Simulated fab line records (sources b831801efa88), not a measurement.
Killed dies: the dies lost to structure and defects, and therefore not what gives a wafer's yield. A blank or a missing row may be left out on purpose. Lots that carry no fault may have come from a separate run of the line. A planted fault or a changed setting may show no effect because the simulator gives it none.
Struck lot and sound lot, side by side || flow sky130 || 15 out of 708 route steps
Sound: these wafers, L541.4, L541.5, L541.6. The struck wafers were L553.1, L553.2, L553.5. The cause is named last.
Each step with rows lists, per side, the tool, then ch with its chambers, then its first start. Under that, the readings that differ: sound wafers || struck wafers || difference of the means || sigmas: that difference in standard deviations of wafers without a fault.
alike: words and numbers the same on both sides, and readings whose means are apart by under 2 such deviations; not compared: readings that were withheld, readings missing a value for some wafer, numbers with overlapping values and no deviation given by the record, and bounds like >300 which may hide the same value.
Wherever a step has rows on one side only, a row that says differs or no value, or a row with sigmas, the two part there. Numbers that don't overlap but have no deviation are shown without sigmas and don't part them. A reading missing from all wafers of one side parts the sides only when that side holds two or more wafers.

first, 4 steps without rows for these wafers: SKY_LDD_P_SOFTBAKE_03 (time 60 s); SKY_LDD_P_EXPOSE_04 (exposes mask PSDM, target cd 380 nm); SKY_LDD_P_PEB_05; SKY_LDD_P_DEVELOP_06 (develop time 60 s).
SKY_LDD_P_CD_MEAS_07: target cd 380 nm.
  sound on cd sem-02 at day 20 14:43; struck on cd sem-01 at day 24 03:22
  alike: cd nm
SKY_LDD_P_OVL_MEAS_08:
  sound on overlay-01 at day 20 14:48; struck on overlay-01 at day 24 03:29
  alike: LDD_P_OVL
after that, 1 step had no rows for these wafers: SKY_LDD_P_IMPLANT_09.
SKY_LDD_P_STRIP_10: strips in O2/N2.
  sound on plasma asher-04 ch 0,1, day 20 15:00; struck on plasma asher-04 ch 0,1, day 24 03:40
  alike: drypump motor current A, oes product au, strip time to endpoint s
  not compared: rf hours counter h
SKY_LDD_P_TW_MEAS_11:
  sound on film metro-01 at day 20 15:06; struck on film metro-02 at day 24 03:46
  alike: LDD_P_TW
then, 3 steps without rows for these wafers: SKY_LDD_HVN_DEHYDRATE_00 (time 60 s); SKY_LDD_HVN_HMDS_01 (prime time 60 s); SKY_LDD_HVN_COAT_02 (resist thk 300 nm).
SKY_LDD_HVN_SOFTBAKE_03: time 60 s.
  sound on litho track-03 ch 0, day 21 06:11; struck on litho track-01 ch 0, day 24 18:43
{"reading": "heater power total W (W)", "sound": "56.57 56.61 56.61", "struck": "57.53 57.60 57.53", "difference": "+0.96", "sigmas": "+22"}
{"reading": "run length s (s)", "sound": "89.27 88.97 89.18", "struck": "86.03 86.16 85.93", "difference": -3.10, "sigmas": -18}
then, 1 step without rows for these wafers: SKY_LDD_HVN_EXPOSE_04 (exposes mask HVNTM, target cd 700 nm).
-- a jump in the record: the struck wafers' starts before and after are 24 days apart (it breaks off in module LDD_HVN and resumes in module PAD_OPEN, where the first step shown is number 708 of the route) --
SKY_PAD_OPEN_PROBE_99:
  sound on prober-01 at day 47 09:25; struck on prober-02 at day 49 04:30
  alike: killed_at_M0_to_M3, killed_at_M4_up, killed at contacts, killed at front end, killed at other, killed dies, killed open, killed short

== WHERE THEY PART ==
At SKY_LDD_HVN_SOFTBAKE_03 and nowhere else, as far as this record goes. Later steps at which nothing parts them and some readings are alike: SKY_PAD_OPEN_PROBE_99.

WHY: the cause the simulator had injected
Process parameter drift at SKY_LDD_HVN_SOFTBAKE_03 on litho track-01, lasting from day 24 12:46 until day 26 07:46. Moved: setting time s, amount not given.
